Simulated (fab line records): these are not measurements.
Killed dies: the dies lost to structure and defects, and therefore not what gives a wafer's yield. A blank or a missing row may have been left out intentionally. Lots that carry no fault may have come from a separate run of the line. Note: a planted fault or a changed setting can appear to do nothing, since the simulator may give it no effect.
Struck lot and sound lot, side by side	flow sfq line	20 steps out of a route of 325
Sound: wafers L671.1, L671.3, L671.4. Struck: wafer L683.2 (L683.1, L683.6, from the same lot, were not struck and are left out); the cause is given at the end.
For every step that has rows: the tool of each side, followed by ch and its chambers, followed by its first start. Under that, the readings that differ: sound wafers	struck wafers	difference of the means	sigmas: that difference in standard deviations of wafers without a fault.
alike: readings whose means differ by less than 2 such deviations, and words and numbers that are the same on both sides. not compared: withheld readings, readings that some wafer has no value for, bounds like >300 that may hide the same value, and numbers for which the record gives no deviation and whose values overlap.
Wherever a step has rows on one side only, a row that says differs or no value, or a row with sigmas, the two part there. When numbers do not overlap yet have no deviation, they are printed without sigmas and do not part them. Lack of a reading on every wafer of one side parts them only where that side has two or more wafers.

first, 3 steps without rows for these wafers: SFQ_TRILAYER_C5_LITHO_EXPOSE_152 (exposes mask C5, target cd 500 nm); SFQ_TRILAYER_C5_LITHO_PEB_154 (peb time 60 s); SFQ_TRILAYER_C5_LITHO_DEVELOP_153 (time 60 s).
SFQ_C5_OVL_MEAS_937:
  struck on overlay-02, day 72 07:26; sound on overlay-02, day 70 23:10
  alike: C5_OVL
SFQ_TRILAYER_C5_BARC_OPEN_VIA_ETCH_210: etches BARC in O2, target depth 125 nm, time 41.7 s.
  sound on rie diel-04 ch 1,3, day 70 23:12; struck on rie diel-03 ch 3, day 72 07:28
  alike: drypump motor current A, oes product au, rf fwd power W
  not compared: rf hours counter h
SFQ_TRILAYER_C5_ETCH_VIA_ETCH_154: etches SiO2 in CHF3, stops on Nb, target depth 84 nm.
  sound on rie diel-04 ch 1,3, day 70 23:14; struck on rie diel-03 ch 3, day 72 07:31
  alike: drypump motor current A, oes product au, rf fwd power W
SFQ_TRILAYER_C5_STRIP_STRIP_155: strips in O2.
  sound on rie metal-01 ch 0,1, day 70 23:17; struck on rie metal-01 ch 1, day 72 07:33
  alike: drypump motor current A, oes product au
  not compared: rf hours counter h
then, 2 steps without rows for these wafers: SFQ_TRILAYER_C5_STRIP_SOLV_CLEAN_156 (cleans in NMP, time 600 s); SFQ_TRILAYER_M6_DEP_PRE_CLEAN_158 (time 22.5 s).
SFQ_TRILAYER_M6_DEP_SPUTTER_157: material Nb, target thk 200 nm, time 133.3 s.
  struck on pvd sputter-06, day 72 08:22; sound on pvd sputter-06, day 71 00:06
  alike: throttle valve pct
SFQ_M6_RS_MEAS_938: uses a four-point probe to measure.
  struck on film metro-04, day 72 08:27; sound on film metro-02, day 71 00:11
  alike: M6_NB_RS
SFQ_TRILAYER_M6_LITHO_COAT_164: resist thk 62 nm.
  sound on litho track-02 ch 0, day 71 00:22; struck on litho track-03 ch 0, day 72 08:38
reading	sound	struck	difference	sigmas
model.BARC_of_TRILAYER_M6_LITHO_COAT_164.thk nm (nm)	61.99 62.03 62.2	66.19	+4.12	
  alike: exhaust pa
then, 5 steps without rows for these wafers: SFQ_TRILAYER_M6_LITHO_COAT_159 (resist thk 600 nm); SFQ_TRILAYER_M6_LITHO_SOFTBAKE_163; SFQ_TRILAYER_M6_LITHO_EXPOSE_160 (exposes mask M6, target cd 500 nm); SFQ_TRILAYER_M6_LITHO_PEB_162 (peb time 60 s); SFQ_TRILAYER_M6_LITHO_DEVELOP_161 (time 60 s).
-- the record jumps here: 4 days lie between the struck wafers' starts before and after --
SFQ_M6_OVL_MEAS_940:
  struck on overlay-01, day 76 17:44; sound on overlay-01, day 75 12:56
  alike: M6_OVL
SFQ_TRILAYER_M6_BARC_OPEN_METAL_ETCH_206: etches BARC in O2, target depth 125 nm, time 41.7 s.
  sound on rie metal-01 ch 0,1, day 75 12:58; struck on rie metal-03 ch 0, day 76 17:46
reading	sound	struck	difference	sigmas
oes product au (a.u.)	0.683 0.684 0.681	0.706	+0.023	+5
model.etch.depth nm (nm)	61.99 62.03 62.2	66.19	+4.12	
  alike: drypump motor current A, rf fwd power W
  not compared: rf hours counter h
SFQ_TRILAYER_M6_ETCH_METAL_ETCH_162: etches Nb in Cl2/Ar, stops on SiO2, target depth 240 nm, time 120 s.
  sound on rie metal-01 ch 0,1, day 75 13:02; struck on rie metal-03 ch 0, day 76 17:50
  alike: drypump motor current A, oes product au, rf fwd power W
  not compared: rf hours counter h

## WHERE THEY PART
Only at SFQ_TRILAYER_M6_BARC_OPEN_METAL_ETCH_206, as far as this record shows. Later steps at which nothing parts them and some readings are alike: SFQ_TRILAYER_M6_ETCH_METAL_ETCH_162.

WHY: what had been put in by the simulator
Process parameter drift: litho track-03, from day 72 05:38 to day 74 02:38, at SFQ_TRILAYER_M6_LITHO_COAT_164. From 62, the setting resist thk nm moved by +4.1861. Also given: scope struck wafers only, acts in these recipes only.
